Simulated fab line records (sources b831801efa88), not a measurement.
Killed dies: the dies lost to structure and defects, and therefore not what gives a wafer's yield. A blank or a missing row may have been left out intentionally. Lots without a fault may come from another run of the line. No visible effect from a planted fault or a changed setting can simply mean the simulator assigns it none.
Chamber matching | flow sky130 | cmp-02 running SKY_CONTACT_CMP_27: 4 sister chambers
The step polishes, stops on SiO2, t overpolish 15 s, target thk 0 nm. 4 wafers are shown with their chamber, then 12 later ones without.

## EACH WAFER AND ITS CHAMBER
wafer  | chamber | motor-current-A (A)
L086.5 | 2       | 11.1
L087.4 | 3       | 13.2
L090.1 | 0       | 10.1
L090.6 | 1       | 10.4

## WAFERS MISSING THEIR CHAMBER
wafer  | motor-current-A (A)
L091.1 | 11.3
L091.2 | 12.7
L091.5 | 11.2
L093.1 | 12.2
L093.3 | 11.1
L093.6 | 13.2
L095.4 | 13.3
L095.5 | 9.9
L095.6 | 11.5
L096.3 | 11.0
L096.4 | 11.6
L096.6 | 12.5

## EACH ONE'S CHAMBER
wafer  | from the rows above          | in truth
L091.1 | can't be placed: 2 or 1      | 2
L091.2 | 3                            | 3
L091.5 | can't be placed: 2 or 1      | 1
L093.1 | can't be placed: 3 or 2 or 1 | 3
L093.3 | can't be placed: 2 or 1      | 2
L093.6 | 3                            | 3
L095.4 | 3                            | 3
L095.5 | can't be placed: 0 or 1      | 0
L095.6 | can't be placed: 2 or 1      | 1
L096.3 | can't be placed: 2 or 1 or 0 | 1
L096.4 | can't be placed: 2 or 1      | 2
L096.6 | can't be placed: 3 or 2      | 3
Placed correctly: 3 of 12. Cannot be placed on the basis of these rows: 9; the candidates contain the true chamber in 9. 0 placed wrongly.
How it was worked out, from the rows above alone: a wafer's distance from a chamber is the root of the sum, over the readings, of the square of ((its reading less the chamber's mean) divided by the reading's scatter). If the next closest chamber is less than 2 further off than the closest, the wafer can't be placed; otherwise it belongs to the closest. The mean given for a chamber averages the wafers shown for that chamber. The scatter: with one shown wafer a chamber, the root of the mean of the squares of how far each hidden wafer lies from its nearest shown one.
